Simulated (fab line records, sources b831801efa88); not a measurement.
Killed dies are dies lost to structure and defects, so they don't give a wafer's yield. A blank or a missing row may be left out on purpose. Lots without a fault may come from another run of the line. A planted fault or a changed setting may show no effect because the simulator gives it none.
A struck lot beside a sound one | flow sky130 | 15 steps out of a route of 708
Sound: wafers L436.2, L436.3, L436.6. Struck: wafers L429.2, L429.5, L429.6. The cause comes at the end.
At each step with rows: each side's tool, then ch and its chambers, then its first start. Under that, the readings that differ: sound wafers | struck wafers | difference of the means | sigmas: that difference in standard deviations of wafers without a fault.
alike: readings whose means differ by less than 2 such deviations, and words and numbers that are the same on both sides. not compared: withheld readings, readings that some wafer has no value for, bounds like >300 that may hide the same value, and numbers for which the record gives no deviation and whose values overlap.
The two part at a step that has a row with sigmas, a row that says differs or no value, or rows on one side only. Numbers that don't overlap but have no deviation are shown without sigmas and don't part them. A reading that every wafer of one side lacks parts them only if that side has two wafers or more.

first, 4 steps without rows for these wafers: SKY_LI_CONTACT_SOFTBAKE_08 (time 90 s); SKY_LI_CONTACT_EXPOSE_09 (exposes mask LICM1, target cd 170 nm); SKY_LI_CONTACT_PEB_10; SKY_LI_CONTACT_DEVELOP_11 (develop time 60 s).
SKY_LI_CONTACT_CD_MEAS_12: target cd 170 nm.
  sound on cd_sem-01, day 34 23:20; struck on cd_sem-02, day 33 12:31
  alike: cd_nm
SKY_LI_CONTACT_OVL_MEAS_13:
  sound on overlay-02, day 34 23:26; struck on overlay-02, day 33 12:37
  alike: LI_CONTACT_OVL
SKY_LI_CONTACT_ETCH_14: etches BARC in N2/H2, stops on SiO2, time 45.9 s, target depth 60 nm.
  sound on rie_diel-04 ch 0,2, day 34 23:28; struck on rie_diel-03 ch 0,3, day 33 12:39
  reading                     | sound          | struck         | difference | sigmas
  drypump_motor_current_A (A) | 5.77 5.50 5.78 | 5.08 5.07 5.36 | -0.51      | -2
  alike: oes_product_au, throttle_valve_pct
  not compared: rf_hours_counter_h
SKY_LI_CONTACT_ETCH_15: etches PSG in C4F8/O2/Ar, stops on Si, target depth 600 nm.
  sound on rie_diel-04 ch 0,2, day 34 23:31; struck on rie_diel-03 ch 0,3, day 33 12:41
  alike: oes_product_au
SKY_LI_CONTACT_STRIP_16: strips in O2/N2.
  sound on plasma_asher-03 ch 0,1, day 34 23:36; struck on plasma_asher-03 ch 0,1, day 33 12:46
  alike: drypump_motor_current_A, oes_product_au, strip_time_to_endpoint_s
  not compared: rf_hours_counter_h
then, 2 steps without rows for these wafers: SKY_LI_CONTACT_CLEAN_17 (cleans in NMP, time 600 s); SKY_LI_CONTACT_PRE_CLEAN_18 (time 5.6 s).
SKY_LI_CONTACT_SPUTTER_19: material Ti, target thk 20 nm, time 106.37 s.
  sound on pvd_sputter-01, day 34 23:54; struck on pvd_sputter-02, day 33 13:05
  alike: cathode_dc_power_W, chamber_pressure_pa, throttle_valve_pct
SKY_LI_CONTACT_SPUTTER_20: material TiN, target thk 20 nm, time 80 s.
  sound on pvd_sputter-01, day 34 23:58; struck on pvd_sputter-02, day 33 13:10
  no value came back on the struck wafers for cathode_dc_power_W (W), chamber_pressure_pa (Pa), throttle_valve_pct (%); on the sound wafers cathode_dc_power_W (W) reads 4001.6 3999.1 3999.9
SKY_LI_CONTACT_CVD_21: deposits W, target thk 400 nm, time 120.56 s.
  sound on cvd_w-02 ch 0,1, day 35 00:02; struck on cvd_w-02 ch 0,1, day 33 13:13
  alike: heater_power_w
  not compared: since_wet_clean_h
-- the record jumps here: 15 days lie between the struck wafers' starts before and after (it left off in module LI_CONTACT and takes up again in module PAD_OPEN, whose first step shown is number 708 of the route) --
SKY_PAD_OPEN_PROBE_99:
  sound on prober-02, day 50 00:00; struck on prober-02, day 49 00:37
  reading            | sound    | struck      | difference | sigmas
  killed_at_contacts | 28 19 18 | 436 441 432 | +415       | +83
  killed_dies        | 77 72 77 | 492 492 492 | +417       | +45
  killed_on_rim      | 20 13 10 | 96 96 96    | +82        | +19
  alike: killed_at_M0_to_M3, killed_at_M4_up, killed_at_front_end, killed_at_other, killed_open, killed_short

WHERE THEY PART
First at SKY_LI_CONTACT_ETCH_14; last, within this record, at SKY_PAD_OPEN_PROBE_99.

WHY: what the simulator had put in
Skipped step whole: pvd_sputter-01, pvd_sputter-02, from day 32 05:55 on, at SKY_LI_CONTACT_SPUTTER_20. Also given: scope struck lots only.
